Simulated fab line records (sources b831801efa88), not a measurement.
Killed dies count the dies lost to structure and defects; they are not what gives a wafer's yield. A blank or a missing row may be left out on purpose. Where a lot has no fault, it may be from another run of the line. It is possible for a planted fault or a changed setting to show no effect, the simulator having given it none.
What tool caused it? | flow sky130 | Sampling: 11 lots, 33 wafers, 4 of 708 route steps

== WHAT EACH GAUGE READ, for each wafer ==
SKY_LDD_N_TW_MEAS_17.
lot  | measured     | on           | LDD_N_TW
L214 | day 18 19:22 | filmMetro-02 | 2592 2597 2597
L216 | day 19 08:25 | filmMetro-02 | 2591 2578 2580
L217 | day 19 13:16 | filmMetro-04 | 2623 2617 2622
L219 | day 20 11:25 | filmMetro-04 | 2637 2615 2620
L220 | day 21 02:11 | filmMetro-01 | 2571 2575 2570
L223 | day 22 13:55 | filmMetro-01 | 3008 3026 3020
L224 | day 22 19:01 | filmMetro-04 | 3058 3067 3053
L229 | day 24 12:23 | filmMetro-01 | 2557 2572 2570
L231 | day 24 23:36 | filmMetro-04 | 2629 2628 2640
L234 | day 25 18:47 | filmMetro-02 | 2594 2586 2597
L235 | day 26 10:25 | filmMetro-02 | 2584 2585 2577

== EACH LOT AND THE TOOL THAT RAN IT (in order: tool; ch and the chambers of the sampled wafers; start) ==
lot  | SKY_VT_ADJUST_PCH_STRIP_09          | SKY_LDD_N_IMPLANT_08            | SKY_LDD_N_STRIP_16
L214 | plasmaAsher-02 ch 0,1, day 11 09:01 | implanter-02 ch 0, day 18 18:04 | plasmaAsher-04 ch 0,1, day 18 19:16
L216 | plasmaAsher-03 ch 0, day 11 19:01   | implanter-04 ch 0, day 19 07:07 | plasmaAsher-04 ch 0,1, day 19 08:19
L217 | plasmaAsher-02 ch 0,1, day 11 22:37 | implanter-04 ch 0, day 19 11:58 | plasmaAsher-04 ch 0,1, day 19 13:10
L219 | plasmaAsher-02 ch 0,1, day 12 16:17 | implanter-01 ch 0, day 20 10:07 | plasmaAsher-02 ch 0,1, day 20 11:19
L220 | plasmaAsher-04 ch 0, day 13 01:07   | implanter-02 ch 0, day 21 00:53 | plasmaAsher-04 ch 0,1, day 21 02:05
L223 | plasmaAsher-03 ch 0,1, day 14 07:04 | implanter-04 ch 0, day 22 12:37 | plasmaAsher-04 ch 0,1, day 22 13:49
L224 | plasmaAsher-03 ch 0,1, day 14 13:49 | implanter-04 ch 0, day 22 17:43 | plasmaAsher-01 ch 0,1, day 22 18:55
L229 | plasmaAsher-03 ch 0,1, day 16 00:50 | implanter-01 ch 0, day 24 11:05 | plasmaAsher-04 ch 0,1, day 24 12:16
L231 | plasmaAsher-02 ch 0,1, day 16 13:21 | implanter-01 ch 0, day 24 22:20 | plasmaAsher-01 ch 0,1, day 24 23:31
L234 | plasmaAsher-04 ch 0,1, day 17 09:28 | implanter-01 ch 0, day 25 17:29 | plasmaAsher-02 ch 0,1, day 25 18:40
L235 | plasmaAsher-03 ch 0,1, day 18 03:43 | implanter-04 ch 0, day 26 09:07 | plasmaAsher-01 ch 0,1, day 26 10:19
- SKY_VT_ADJUST_PCH_STRIP_09: strips in O2/N2.
- SKY_LDD_N_IMPLANT_08
- SKY_LDD_N_STRIP_16: strips in O2/N2.

== THE ANSWER, worked out from the rows above alone ==
Rule: what is usual is taken from the lots themselves. The widest of any qualifying gaps counts: lots, ordered by their means at a reading, are off when they make up no more than a third of the lots, leave a main group of 4 or more, and stand apart from it by 3 or more times the standard deviation of that group's means. A main group is skipped when, at the precision printed for the reading in the tables above, its means are all equal. Also off: a lot with no number at a reading for which 4 or more lots have one. All remaining lots with rows at the step are treated as sound.
Off: L223, L224, seen at SKY_LDD_N_TW_MEAS_17 (LDD_N_TW). Main group: mean 2596, sd 22.
A tool fits if, at a process step before that reading, it ran every lot that is off, and no sound lot after the first of them. The gauges at SKY_LDD_N_TW_MEAS_17 are tried like those tools. Not one of the candidates tried fits.

== WHAT THE SIMULATOR PUT IN ==
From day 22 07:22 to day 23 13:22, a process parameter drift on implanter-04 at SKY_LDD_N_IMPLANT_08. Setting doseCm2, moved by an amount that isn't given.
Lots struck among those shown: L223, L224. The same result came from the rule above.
